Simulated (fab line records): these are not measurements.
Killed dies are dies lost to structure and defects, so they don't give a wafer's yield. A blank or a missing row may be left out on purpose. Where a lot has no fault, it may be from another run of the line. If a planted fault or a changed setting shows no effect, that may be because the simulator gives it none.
2 desks looking at one fault || flow gf180mcu || every desk sees just its own numbers, and what lay behind them comes last

## THE TOOL OWNER'S DESK: lpcvd-01
The tool's own readings at GF_HV_LDD_CVD_56 (deposits Si3N4 from DCS/NH3, target thk 90 nm, time 1543 s): means of the sampled wafers that have a number, for each lot that ran on this tool. If a lot's mean is further than 4 standard deviations from the usual mean, the lot is out of limits and carries the mark OUT (the distance appears in the brackets).
Columns: A = spike_tc_centre_C at GF_HV_LDD_CVD_56, usual 770.6 C
{"lot": "L639", "first seen here": "day 14 12:11", "A": 769.5}
{"lot": "L641", "first seen here": "day 15 03:55", "A": 771.0}
{"lot": "L642", "first seen here": "day 15 10:45", "A": 771.1}
{"lot": "L647", "first seen here": "day 17 05:38", "A": 772.2}
{"lot": "L648", "first seen here": "day 17 14:38", "A": 772.1}
{"lot": "L656", "first seen here": "day 20 07:44", "A": 769.9}
This desk's finding: nothing out of limits on any of the 6 lots.

## METROLOGY DESK
Means of the sampled wafers that have a number, per lot and without regard to the tool the lot ran on: this is what the gauges read. If a lot's mean is further than 4 standard deviations from the usual mean, the lot is out of limits and carries the mark OUT (the distance appears in the brackets).
Columns: A = STI_OXIDATION_02_THK at GF_STI_THK_MEAS_30, usual 10.02 nm; B = cd_nm at GF_HV_LDD_CD_MEAS_46, usual 400.0 nm; C = HV_LDD_CVD_56_THK at GF_HV_LDD_THK_MEAS_57, usual 89.9 nm
{"lot": "L635", "first seen here": "day 2 16:09", "A": 9.95, "B": 401.0, "C": 89.3}
{"lot": "L636", "first seen here": "day 2 21:59", "A": 9.99, "B": 399.0, "C": 89.2}
{"lot": "L637", "first seen here": "day 3 02:05", "A": 10.06, "B": 402.0, "C": 90.1}
{"lot": "L639", "first seen here": "day 3 13:11", "A": 10.17, "B": 398.8, "C": 90.6}
{"lot": "L641", "first seen here": "day 4 00:53", "A": 9.91, "B": 399.3, "C": 90.7}
{"lot": "L642", "first seen here": "day 4 04:40", "A": 10.19, "B": 401.9, "C": 93.0}
{"lot": "L647", "first seen here": "day 5 07:40", "A": 10.08, "B": 400.6, "C": "83.2 (-6.7) OUT"}
{"lot": "L648", "first seen here": "day 5 11:42", "A": 9.94, "B": 401.5, "C": "81.7 (-8.2) OUT"}
{"lot": "L651", "first seen here": "day 6 07:19", "A": 9.99, "B": 398.1, "C": 88.2}
{"lot": "L654", "first seen here": "day 6 17:51", "A": 9.83, "B": 398.6, "C": 89.8}
{"lot": "L655", "first seen here": "day 6 23:01", "A": 9.92, "B": 400.6, "C": 89.6}
{"lot": "L656", "first seen here": "day 7 07:16", "A": 10.18, "B": 400.5, "C": 90.0}
This desk's finding: out of limits on L647, L648; first on L647, day 17 07:05 (HV_LDD_CVD_56_THK at GF_HV_LDD_THK_MEAS_57). Within limits: L635, L636, L637, L639, L641, L642, L651, L654, L655, L656.

## PUT TOGETHER
On L647, L648, the metrology desk was in a position to raise an alarm at day 17 07:05.
The desk of the tool owner found nothing out of limits.
Tool owner's desk: L647, L648 on record, inside its limits.
All the named lots went through GF_HV_LDD_CVD_56 on lpcvd-01.

## WHAT HAD BEEN PUT IN BY THE SIMULATOR
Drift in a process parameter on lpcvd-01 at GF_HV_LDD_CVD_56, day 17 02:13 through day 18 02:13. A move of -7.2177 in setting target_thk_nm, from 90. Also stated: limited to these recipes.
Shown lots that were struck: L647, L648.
Delay in hours, fault start to first out-of-limits reading, per desk: metrology desk 5.
